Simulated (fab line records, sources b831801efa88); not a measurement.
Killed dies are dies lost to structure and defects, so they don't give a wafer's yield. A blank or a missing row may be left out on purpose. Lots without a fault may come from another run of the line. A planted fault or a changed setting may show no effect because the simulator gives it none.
A struck lot beside a sound one | flow sky130 | 16 steps out of a route of 708
Sound: wafers L604.1, L604.5, L604.6. Struck: wafers L611.1, L611.2, L611.6. The cause comes at the end.
At each step with rows: each side's tool, then ch and its chambers, then its first start. Under that, the readings that differ: sound wafers | struck wafers | difference of the means | sigmas: that difference in standard deviations of wafers without a fault.
alike: readings whose means differ by less than 2 such deviations, and words and numbers that are the same on both sides. not compared: withheld readings, readings that some wafer has no value for, bounds like >300 that may hide the same value, and numbers for which the record gives no deviation and whose values overlap.
The two part at a step that has a row with sigmas, a row that says differs or no value, or rows on one side only. Numbers that don't overlap but have no deviation are shown without sigmas and don't part them. A reading that every wafer of one side lacks parts them only if that side has two wafers or more.

SKY_LDD_HVN_OVL_MEAS_07:
  sound on overlay-02, day 21 22:47; struck on overlay-02, day 24 06:50
  alike: LDD_HVN_OVL
then, 1 step without rows for these wafers: SKY_LDD_HVN_IMPLANT_08.
SKY_LDD_HVN_STRIP_09: strips in O2/N2.
  sound on plasma_asher-02 ch 0,1, day 21 22:59; struck on plasma_asher-03 ch 0,1, day 24 07:01
  reading               | sound             | struck            | difference | sigmas
  oes_product_au (a.u.) | 0.396 0.404 0.400 | 0.408 0.410 0.414 | +0.011     | +2
  alike: drypump_motor_current_A, strip_time_to_endpoint_s
  not compared: rf_hours_counter_h
SKY_LDD_HVN_TW_MEAS_10:
  sound on film_metro-03, day 21 23:05; struck on film_metro-04, day 24 07:07
  reading    | sound          | struck         | difference | sigmas
  LDD_HVN_TW | 1426 1435 1442 | 1455 1453 1462 | +22        | +2
then, 7 steps without rows for these wafers: SKY_LDD_HVP_DEHYDRATE_00 (time 60 s); SKY_LDD_HVP_HMDS_01 (prime time 60 s); SKY_LDD_HVP_COAT_02 (resist thk 300 nm); SKY_LDD_HVP_SOFTBAKE_03 (time 60 s); SKY_LDD_HVP_EXPOSE_04 (exposes mask HVPTM, target cd 700 nm); SKY_LDD_HVP_PEB_05; SKY_LDD_HVP_DEVELOP_06 (develop time 60 s).
SKY_LDD_HVP_OVL_MEAS_07:
  sound on overlay-01, day 23 05:16; struck on overlay-01, day 25 12:28
  alike: LDD_HVP_OVL
SKY_LDD_HVP_IMPLANT_08:
  sound on implanter-01 ch 0, day 23 05:19; struck on implanter-01 ch 0, day 25 12:31
  reading                   | sound                | struck               | difference | sigmas
  beam_energy_keV           | 19.999 19.989 19.998 | 24.963 24.954 24.961 | +4.964     | +99 or more
  model.implant.rp_nm (nm)  | 63.11 63.11 63.11    | 78.98 78.98 78.98    | +15.87     |
  model.implant.drp_nm (nm) | 28.53 28.53 28.53    | 35.84 35.84 35.84    | +7.31      |
SKY_LDD_HVP_STRIP_09: strips in O2/N2.
  sound on plasma_asher-03 ch 0,1, day 23 05:28; struck on plasma_asher-03 ch 0,1, day 25 12:40
  alike: drypump_motor_current_A, oes_product_au, strip_time_to_endpoint_s
  not compared: rf_hours_counter_h
SKY_LDD_HVP_TW_MEAS_10:
  sound on film_metro-01, day 23 05:34; struck on film_metro-04, day 25 12:59
  reading    | sound       | struck      | difference | sigmas
  LDD_HVP_TW | 463 464 463 | 482 485 481 | +19        | +5
  not compared: hold
-- the record jumps here: 23 days lie between the struck wafers' starts before and after (it left off in module LDD_HVP and takes up again in module PAD_OPEN, whose first step shown is number 708 of the route) --
SKY_PAD_OPEN_PROBE_99:
  sound on prober-02, day 46 19:56; struck on prober-02, day 48 10:55
  reading                                   | sound                   | struck                  | difference | sigmas
  model.etest.tip_p_5v.rs_ohm_sq            | 2883 2880 2881          | 2739 2726 2723          | -152       |
  model.etest.pfet_g5v0d10v5.off_log10_a_um | -12.65 -12.73 -12.73    | -11.98 -11.91 -11.8     | +0.81      |
  model.etest.pfet_g5v0d10v5.vt_sat_v (V)   | -0.6381 -0.6549 -0.6432 | -0.5824 -0.5858 -0.5572 | +0.0703    |
  alike: killed_at_M0_to_M3, killed_at_M4_up, killed_at_contacts, killed_at_front_end, killed_at_other, killed_dies, killed_open, killed_short

WHERE THEY PART
First at SKY_LDD_HVN_STRIP_09; last, within this record, at SKY_LDD_HVP_TW_MEAS_10. Later steps at which nothing parts them and some readings are alike: SKY_PAD_OPEN_PROBE_99.

WHY: what the simulator had put in
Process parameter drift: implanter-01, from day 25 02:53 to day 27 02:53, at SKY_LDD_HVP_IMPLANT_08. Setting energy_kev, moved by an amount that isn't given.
